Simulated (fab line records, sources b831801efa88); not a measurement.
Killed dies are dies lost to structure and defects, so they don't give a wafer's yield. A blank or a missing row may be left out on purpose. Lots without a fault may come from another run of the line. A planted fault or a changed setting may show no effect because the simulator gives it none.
fab line records | flow sky130
record lots=12 wafers=36 last_day=50
route steps=708 shown LDD_HVN@277 LDD_HVP@285 SPACER@304 POLY_CUT@316 PAD_OPEN@708
lots that met no fault: from a run of the same line without faults
start_h: hours from the record's first day to the start of the lot's first wafer shown | wait_h: hours since the lot's step before | " the same as in the row above | L1.1+2: a row that stands for several wafers | - no value, or no start given | * or withheld: withheld | < > ~ a bound
route shown NAME@n: a module of which the file shows steps, and the number in the route of the first | usual: mean/standard deviation of fault-free wafers | same: alike in all rows | chamber/n: place in a boat | sites: the reading at each site | _std_site: their standard deviation | _edge_site: outer sites' mean less inner sites' | radius_mm: how far each site lies from the wafer's centre | mask NAME#n: copy n | behind: the tool/chamber that last shaped the wafer | hold: why the lot was held/for how many hours/how that ended | device: the transistor (n, p or np) that didn't switch | end of line: the same wafers' tests at the end of the route | a step without rows: its recipe alone | killed: dies lost to structure and defects at the first sort, not the wafer's yield | map: a wafer's dies, x killed, . not, _ none there
set.NAME: the setting as run; set.NAME@STEP: as run at that earlier step | model.NAME: the simulator's own value behind a step, which no gauge read
steps of the route over a sample of lots; a table a step, a row a wafer
services: from which hour (start_h, from the record's first day; less than 0 if before it) a tool's chamber was out of use, for how many hours, and why
## steps
# step SKY_LDD_HVN_TW_MEAS_10
# usual LDD_HVN_TW=1433/15
# columns lot.wafer tool chamber start_h wait_h LDD_HVN_TW
L449.1 film_metro-03 - 460.62 0.1 1431
L449.2 " - " " 1422
L449.4 " - " " 1427
L451.1 film_metro-04 - 483.17 0.1 1464
L451.2 " - " " 1460
L451.6 " - " " 1465
L456.2 film_metro-02 - 538.78 0.1 1423
L456.4 " - " " 1432
L456.6 " - " " 1430
L455.4 film_metro-03 - 541.75 0.1 1427
L455.5 " - " " 1428
L455.6 " - " " 1425
L464.1 film_metro-02 - 611.02 0.1 1428
L464.2 " - " " 1424
L464.5 " - " " 1421
L465.2 film_metro-02 - 616.59 0.1 1418
L465.4 " - " " 1413
L465.5 " - " " 1425
L466.1 film_metro-03 - 617.48 0.1 1435
L466.4 " - " " 1429
L466.5 " - " " 1442
L467.1 film_metro-02 - 620.63 0.1 1412
L467.3 " - " " 1416
L467.4 " - " " 1430
L468.1 film_metro-03 - 635.32 0.1 1431
L468.2 " - " " 1434
L468.6 " - " " 1436
L469.1 film_metro-02 - 642.87 0.1 1415
L469.5 " - " " 1426
L469.6 " - " " 1422
L471.1 film_metro-03 - 653.23 0.1 1426
L471.5 " - " " 1428
L471.6 " - " " 1425
L472.2 film_metro-03 - 659.39 0.1 1430
L472.5 " - " " 1424
L472.6 " - " " 1426
# step SKY_LDD_HVP_OVL_MEAS_07
# usual LDD_HVP_OVL=0.0/1.6
# columns lot.wafer tool chamber start_h wait_h LDD_HVP_OVL[nm]
L449.1 overlay-02 - 491.29 0.1 2.2
L449.2 " - " " 3.4
L449.4 " - " " 1.5
L451.1 overlay-02 - 513.26 0.1 1.6
L451.2 " - " " 1.0
L451.6 " - " " 0.1
L456.2 overlay-02 - 569.69 0.1 -0.6
L456.4 " - " " 1.0
L456.6 " - " " 0.1
L455.4 overlay-01 - 571.60 0.1 -2.5
L455.5 " - " " -1.5
L455.6 " - " " -2.7
L464.1 overlay-01 - 640.21 0.1 0.5
L464.2 " - " " -0.6
L464.5 " - " " -2.3
L465.2 overlay-02 - 644.89 0.1 -2.0
L465.4 " - " " -0.5
L465.5 " - " " -1.1
L466.1 overlay-02 - 646.18 0.1 3.4
L466.4 " - " " 2.6
L466.5 " - " " 2.4
L467.1 overlay-01 - 648.96 0.1 -1.4
L467.3 " - " " 0.5
L467.4 " - " " -0.2
L468.1 overlay-01 - 663.03 0.1 0.6
L468.2 " - " " 0.9
L468.6 " - " " 0.0
L469.1 overlay-02 - 671.41 0.1 -0.2
L469.5 " - " " -0.8
L469.6 " - " " -1.8
L471.1 overlay-02 - 681.24 0.1 -0.2
L471.5 " - " " -0.6
L471.6 " - " " -0.4
L472.2 overlay-02 - 687.04 0.1 0.9
L472.5 " - " " -0.5
L472.6 " - " " 1.1
# step SKY_SPACER_CVD_00
# recipe material=Si3N4 precursor=DCS/NH3 target_thk_nm=43.1 temp_c=770 time_s=740 pressure_mtorr=250
# columns lot.wafer tool chamber start_h wait_h
L449.1+2+4 lpcvd-02 0 527.30 4.0
L451.1+2+6 lpcvd-02 1 546.38 2.0
L456.2+4+6 lpcvd-02 0 602.83 0.0
L455.4+5+6 lpcvd-02 0 604.04 1.1
L464.1+2+5 lpcvd-02 0 669.88 0.0
L465.2+4+5 lpcvd-02 0 673.94 0.0
L466.1+4+5 lpcvd-02 1 675.73 0.0
L467.1+3+4 lpcvd-02 1 677.99 0.8
L468.1+2+6 lpcvd-02 0 691.70 0.0
L469.1+5+6 lpcvd-02 0 700.36 0.0
L471.1+5+6 lpcvd-02 0 713.23 3.1
L472.2+5+6 lpcvd-02 0 715.54 0.0
# step SKY_SPACER_THK_MEAS_01
# recipe reads=Si3N4_of_SPACER_CVD_00
# usual SPACER_CVD_00_THK=43.0/0.47
# columns lot.wafer tool chamber start_h wait_h hold SPACER_CVD_00_THK[nm]
L449.1 film_metro-01 - 530.01 0.0 - 43.6
L449.2 " - " " - 43.6
L449.4 " - " " - 43.3
L451.1 film_metro-02 - 548.20 0.0 - 42.8
L451.2 " - " " - 42.7
L451.6 " - " " - 42.8
L456.2 film_metro-01 - 604.05 0.0 await_dispo/0.2h/release 32.3
L456.4 " - " " await_dispo/0.2h/release 32.0
L456.6 " - " " await_dispo/0.2h/release 31.9
L456.2 film_metro-01 - 604.27 0.2 - 32.3
L456.4 " - " " - 32.0
L456.6 " - " " - 31.9
L455.4 film_metro-04 - 605.27 0.0 await_dispo/0.2h/release 31.3
L455.5 " - " " await_dispo/0.2h/release 31.5
L455.6 " - " " await_dispo/0.2h/release 31.2
L455.4 film_metro-04 - 605.50 0.2 - 31.3
L455.5 " - " " - 31.4
L455.6 " - " " - 31.3
L464.1 film_metro-02 - 671.09 0.0 - 43.0
L464.2 " - " " - 42.7
L464.5 " - " " - 42.6
L465.2 film_metro-02 - 675.16 0.0 - 43.5
L465.4 " - " " - 42.7
L465.5 " - " " - 43.3
L466.1 film_metro-04 - 676.94 0.0 - 43.5
L466.4 " - " " - 43.5
L466.5 " - " " - 43.6
L467.1 film_metro-04 - 679.19 0.0 - 44.1
L467.3 " - " " - 43.7
L467.4 " - " " - 43.0
L468.1 film_metro-04 - 692.91 0.0 - 43.2
L468.2 " - " " - 43.1
L468.6 " - " " - 43.1
L469.1 film_metro-04 - 701.56 0.0 - 42.9
L469.5 " - " " - 42.7
L469.6 " - " " - 42.7
L471.1 film_metro-02 - 715.04 0.0 - 42.6
L471.5 " - " " - 42.5
L471.6 " - " " - 42.2
L472.2 film_metro-04 - 717.36 0.0 - 43.2
L472.5 " - " " - 43.5
L472.6 " - " " - 43.1
# step SKY_SPACER_ETCHBACK_02
# recipe chemistry=CH3F/O2 target=Si3N4 stop_on=SiO2 source_w=400 bias_w=80 pressure_mtorr=25 ch3f_flow_sccm=40 O2_flow_sccm=30 time_s=46.7 target_depth_a=450
# usual chamber_pressure_mTorr=25.00/0.034 drypump_motor_current_A=5.7/0.53 oes_product_au=0.854/0.007 throttle_valve_pct=10.562/0.0097
# columns lot.wafer tool chamber start_h wait_h hold chamber_pressure_mTorr drypump_motor_current_A oes_product_au rf_hours_counter_h throttle_valve_pct
L449.1 rie_diel-01 3 530.07 0.1 - 25.06 5.4 0.862 14 10.572
L449.2 " 0 " " - 24.97 6.5 0.860 68 10.574
L449.4 " 2 " " - 25.00 5.1 0.857 19 10.543
L451.1 rie_diel-03 2 548.26 0.1 - 24.99 5.5 0.857 3 10.568
L451.2 " 0 " " - 25.01 4.7 0.852 9 10.559
L451.6 " 2 " " - 24.98 5.5 0.854 - 10.578
L456.2 rie_diel-03 2 606.00 1.7 await_dispo/1.7h/release 25.04 5.5 0.734 5 10.554
L456.4 " 1 " " await_dispo/1.7h/release 25.00 4.7 0.733 1 10.539
L456.6 " 3 " " await_dispo/1.7h/release 25.02 5.9 0.729 - 10.549
L455.4 rie_diel-01 3 606.81 1.3 await_dispo/1.3h/release 24.96 5.4 0.726 15 10.542
L455.5 " 2 " " await_dispo/1.3h/release 25.01 5.2 0.728 - 10.540
L455.6 " 1 " " await_dispo/1.3h/release 25.00 5.2 0.724 - 10.544
L464.1 rie_diel-02 1 671.15 0.1 - 24.98 6.2 0.850 8 10.552
L464.2 " 2 " " - 24.96 6.1 0.843 11 10.586
L464.5 " 3 " " - 24.98 6.3 0.850 - 10.567
L465.2 rie_diel-01 3 675.21 0.0 - 25.00 5.4 0.859 17 10.581
L465.4 " 1 " " - 24.98 5.2 0.848 - 10.563
L465.5 " 2 " " - 25.03 5.1 0.859 - 10.562
L466.1 rie_diel-02 3 677.00 0.1 - 25.00 6.3 0.859 8 10.552
L466.4 " 2 " " - 24.97 6.1 0.855 11 10.550
L466.5 " 0 " " - 24.98 5.8 0.858 - 10.559
L467.1 rie_diel-01 0 679.25 0.1 - 25.03 6.5 0.873 0 10.545
L467.3 " 2 " " - 24.99 5.1 0.862 23 10.564
L467.4 " 1 " " - 25.01 5.2 0.850 8 10.569
L468.1 rie_diel-01 1 692.97 0.1 - 25.00 5.2 0.858 9 10.563
L468.2 " 3 " " - 25.01 5.4 0.851 18 10.569
L468.6 " 1 " " - 25.01 5.2 0.857 - 10.579
L469.1 rie_diel-03 2 701.62 0.1 - 25.06 5.5 0.847 7 10.577
L469.5 " 2 " " - 25.01 5.5 0.844 - 10.550
L469.6 " 1 " " - 24.97 4.7 0.852 - 10.564
L471.1 rie_diel-01 3 715.10 0.1 - 25.02 5.4 0.842 18 10.562
L471.5 " 1 " " - 25.02 5.2 0.849 - 10.567
L471.6 " 3 " " - 24.98 5.4 0.849 - 10.570
L472.2 rie_diel-01 0 717.41 0.0 - 24.98 6.5 0.854 1 10.585
L472.5 " 2 " " - 25.03 5.2 0.858 - 10.555
L472.6 " 3 " " - 25.03 5.4 0.853 - 10.553
# step SKY_POLY_CUT_OVL_MEAS_09
# usual POLY_CUT_OVL=-2/5.6
# columns lot.wafer tool chamber start_h wait_h POLY_CUT_OVL[nm]
L449.1 overlay-02 - 559.73 0.1 -14
L449.2 " - " " -8
L449.4 " - " " -9
L451.1 overlay-01 - 578.35 0.1 -6
L451.2 " - " " -3
L451.6 " - " " -2
L456.2 overlay-01 - 633.71 0.1 4
L456.4 " - " " 2
L456.6 " - " " 6
L455.4 overlay-02 - 634.67 0.1 6
L455.5 " - " " -10
L455.6 " - " " -5
L464.1 overlay-01 - 699.12 0.1 -4
L464.2 " - " " 3
L464.5 " - " " 6
L465.2 overlay-01 - 703.76 0.1 -3
L465.4 " - " " -13
L465.5 " - " " -2
L466.1 overlay-01 - 705.12 0.1 0
L466.4 " - " " 0
L466.5 " - " " 5
L467.1 overlay-02 - 707.32 0.1 -5
L467.3 " - " " -3
L467.4 " - " " 0
L468.1 overlay-01 - 720.80 0.1 -18
L468.2 " - " " -9
L468.6 " - " " -9
L469.1 overlay-01 - 729.15 0.1 4
L469.5 " - " " 12
L469.6 " - " " 12
L471.1 overlay-02 - 743.22 0.1 -5
L471.5 " - " " 0
L471.6 " - " " 2
L472.2 overlay-01 - 744.77 0.1 4
L472.5 " - " " 3
L472.6 " - " " 5
# step SKY_PAD_OPEN_PROBE_99
# usual killed_at_M0_to_M3=43/6.9 killed_at_M4_up=3.0/1.8 killed_at_contacts=24/4.8 killed_at_front_end=15/4.5 killed_at_other=0.4/0.67 killed_dies=86/9.2 killed_open=46/6.9 killed_short=39/6
# same gross_dies=492 killed_at_back_side=0
# columns lot.wafer tool chamber start_h wait_h killed_at_M0_to_M3 killed_at_M4_up killed_at_contacts killed_at_front_end killed_at_other killed_dies killed_open killed_short
L455.4 prober-01 - 1128.49 0.2 40 2 23 12 0 77 45 32
L455.5 prober-01 - 1128.54 0.2 44 2 31 9 1 87 48 39
L455.6 prober-01 - 1128.59 0.2 36 0 26 11 1 74 33 41
L465.2 prober-01 - 1174.52 0.1 36 1 28 12 1 78 43 34
L465.4 prober-01 - 1174.62 0.2 44 2 22 19 0 87 45 42
L465.5 prober-01 - 1174.67 0.2 46 1 26 13 2 88 52 36
L466.1 prober-02 - 1176.96 0.1 42 2 20 15 0 79 46 33
L466.4 prober-02 - 1177.11 0.2 48 2 21 11 0 82 47 35
L466.5 prober-02 - 1177.16 0.2 49 2 19 12 0 82 40 42
L467.1 prober-01 - 1178.70 0.1 45 5 27 13 0 90 50 37
L467.3 prober-01 - 1178.80 0.2 43 3 24 9 0 79 40 39
L467.4 prober-01 - 1178.85 0.2 43 1 28 17 0 89 55 33
L469.1 prober-01 - 1189.91 0.1 45 2 27 13 0 87 48 38
L469.5 prober-01 - 1190.11 0.2 47 1 22 10 1 81 32 49
L469.6 prober-01 - 1190.16 0.2 45 3 26 20 0 94 47 47
# killed by level:class
L455.4 CONTACT:geometric_particle:open=9 VIA1:geometric_particle:open=9 LI_CONTACT:geometric_particle:open=6 VIA2:geometric_particle:open=5 VIA1:geometric_particle:short=5 FIELD_ISO:geometric_particle:short=4 METAL1:geometric_particle:short=4 METAL2:geometric_particle:short=4
L455.5 LI_CONTACT:geometric_particle:open=12 VIA2:geometric_particle:open=8 METAL1:geometric_particle:short=8 CONTACT:geometric_particle:open=7 VIA1:geometric_particle:open=7 LOCAL_INTERCONNECT:geometric_particle:short=6 METAL2:geometric_particle:short=5 CONTACT:geometric_particle:short=4
L455.6 VIA1:geometric_particle:open=10 CONTACT:geometric_particle:open=7 CONTACT:geometric_particle:short=7 METAL1:geometric_particle:short=7 POLY_GATE:geometric_particle:short=6 LOCAL_INTERCONNECT:geometric_particle:short=6 LI_CONTACT:geometric_particle:open=4 VIA1:geometric_particle:short=4
L465.2 CONTACT:geometric_particle:open=14 VIA2:geometric_particle:open=7 VIA1:geometric_particle:open=7 LOCAL_INTERCONNECT:geometric_particle:short=6 METAL2:geometric_particle:short=6 LI_CONTACT:geometric_particle:open=5 VIA1:geometric_particle:short=5 METAL1:geometric_particle:short=4
L465.4 METAL1:geometric_particle:short=9 VIA1:geometric_particle:open=8 VIA2:geometric_particle:open=7 LI_CONTACT:geometric_particle:open=6 VIA3:geometric_particle:open=6 CONTACT:geometric_particle:short=5 CONTACT:geometric_particle:open=5 POLY_GATE:geometric_particle:open=4
L465.5 VIA1:geometric_particle:open=13 LI_CONTACT:geometric_particle:open=11 METAL2:geometric_particle:short=9 CONTACT:geometric_particle:open=6 VIA2:geometric_particle:open=6 METAL2:geometric_particle:open=5 FIELD_ISO:geometric_particle:short=4 LI_CONTACT:geometric_particle:short=4
L466.1 VIA1:geometric_particle:open=13 VIA2:geometric_particle:open=8 FIELD_ISO:geometric_particle:short=5 VIA3:geometric_particle:open=5 CONTACT:geometric_particle:short=5 CONTACT:geometric_particle:open=5 FIELD_ISO:geometric_particle:open=4 LOCAL_INTERCONNECT:geometric_particle:short=4
L466.4 VIA2:geometric_particle:open=12 VIA3:geometric_particle:open=8 CONTACT:geometric_particle:open=7 VIA2:geometric_particle:short=7 LI_CONTACT:geometric_particle:open=6 METAL1:geometric_particle:short=5 VIA1:geometric_particle:open=5 FIELD_ISO:geometric_particle:open=4
L466.5 VIA1:geometric_particle:open=11 VIA2:geometric_particle:open=8 METAL3:geometric_particle:short=8 CONTACT:geometric_particle:open=7 METAL1:geometric_particle:short=6 LI_CONTACT:geometric_particle:open=5 VIA1:geometric_particle:short=5 FIELD_ISO:geometric_particle:short=4
L467.1 CONTACT:geometric_particle:open=11 VIA1:geometric_particle:open=9 CONTACT:geometric_particle:short=7 VIA1:geometric_particle:short=7 VIA2:geometric_particle:open=7 LI_CONTACT:geometric_particle:open=6 VIA3:geometric_particle:open=4 VIA3:geometric_particle:short=4
L467.3 VIA1:geometric_particle:open=14 VIA2:geometric_particle:open=8 CONTACT:geometric_particle:short=6 CONTACT:geometric_particle:open=6 LI_CONTACT:geometric_particle:open=5 METAL1:geometric_particle:short=5 METAL2:geometric_particle:short=5 LOCAL_INTERCONNECT:geometric_particle:short=4
L467.4 VIA1:geometric_particle:open=15 CONTACT:geometric_particle:open=13 FIELD_ISO:geometric_particle:open=6 VIA1:geometric_particle:short=6 LI_CONTACT:geometric_particle:open=5 CONTACT:geometric_particle:short=5 FIELD_ISO:geometric_particle:short=4 METAL1:geometric_particle:short=4
L469.1 VIA1:geometric_particle:open=17 CONTACT:geometric_particle:open=12 VIA1:geometric_particle:short=7 LI_CONTACT:geometric_particle:open=5 POLY_GATE:geometric_particle:open=4 POLY_GATE:geometric_particle:short=4 LOCAL_INTERCONNECT:geometric_particle:short=4 METAL1:geometric_particle:short=4
L469.5 VIA1:geometric_particle:open=13 METAL2:geometric_particle:short=10 CONTACT:geometric_particle:short=8 FIELD_ISO:geometric_particle:short=6 CONTACT:geometric_particle:open=6 LOCAL_INTERCONNECT:geometric_particle:short=5 VIA3:geometric_particle:open=5 VIA1:geometric_particle:short=4
L469.6 CONTACT:geometric_particle:open=11 VIA1:geometric_particle:open=10 POLY_GATE:geometric_particle:short=7 LI_CONTACT:geometric_particle:open=6 FIELD_ISO:geometric_particle:short=5 METAL2:geometric_particle:short=5 METAL1:geometric_particle:short=5 VIA1:geometric_particle:short=5
## services
# columns tool chamber start_h hours kind
lpcvd-02 - 515.82 2.8 pm
lpcvd-02 - 518.05 1.1 repair
rie_diel-03 0 535.59 3.1 repair
rie_diel-01 3 537.01 10.5 repair
rie_diel-03 1 546.17 - clean
rie_diel-03 1 546.17 28.3 scheduled_down
rie_diel-03 1 546.17 28.3 vent_cycle
rie_diel-03 2 599.32 3.2 repair
rie_diel-02 0 620.48 5.9 repair
rie_diel-02 - 624.16 0.4 repair
rie_diel-01 1 628.40 26.8 repair
rie_diel-03 0 630.59 4.2 repair
rie_diel-01 0 642.29 3.4 repair
rie_diel-01 0 655.15 - clean
rie_diel-01 0 655.15 22.3 scheduled_down
rie_diel-01 0 655.15 22.3 vent_cycle
rie_diel-01 1 662.22 7.5 repair
rie_diel-02 - 679.45 2.8 pm
rie_diel-02 2 683.76 1.4 repair
rie_diel-01 0 686.61 6.1 repair
rie_diel-01 0 713.73 3.6 repair
## key
first_sign step=SKY_SPACER_THK_MEAS_01 reading=visit direction=added
effect step=SKY_SPACER_THK_MEAS_01 reading=SPACER_CVD_00_THK direction=down sigmas=24 usual=43.0 struck=31.7
effect step=SKY_SPACER_ETCHBACK_02 reading=oes_product_au direction=down sigmas=18 usual=0.854 struck=0.729
met_at SKY_SPACER_CVD_00
struck_lots L455,L456
tester_left_out L455,L456
not_acting_at SKY_LDD_HVN_TW_MEAS_10,SKY_LDD_HVP_OVL_MEAS_07,SKY_POLY_CUT_OVL_MEAS_09
onset_between 546.38 602.83
fault kind=process_parameter_drift tool=lpcvd-02 chamber=- onset_h=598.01 steps=SKY_SPACER_CVD_00 channel=target_thk_nm offset=-10.913 shape=step end_h=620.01 acts_in=these_recipes_only stated=43.1
# tester_left_out: of these lots the tester's yield and bins aren't shown, on N5 and GAA mostly nor the transistor test; their killed dies are dies lost to structure and defects alone, not to doping, threshold or leakage, so they don't give the yield
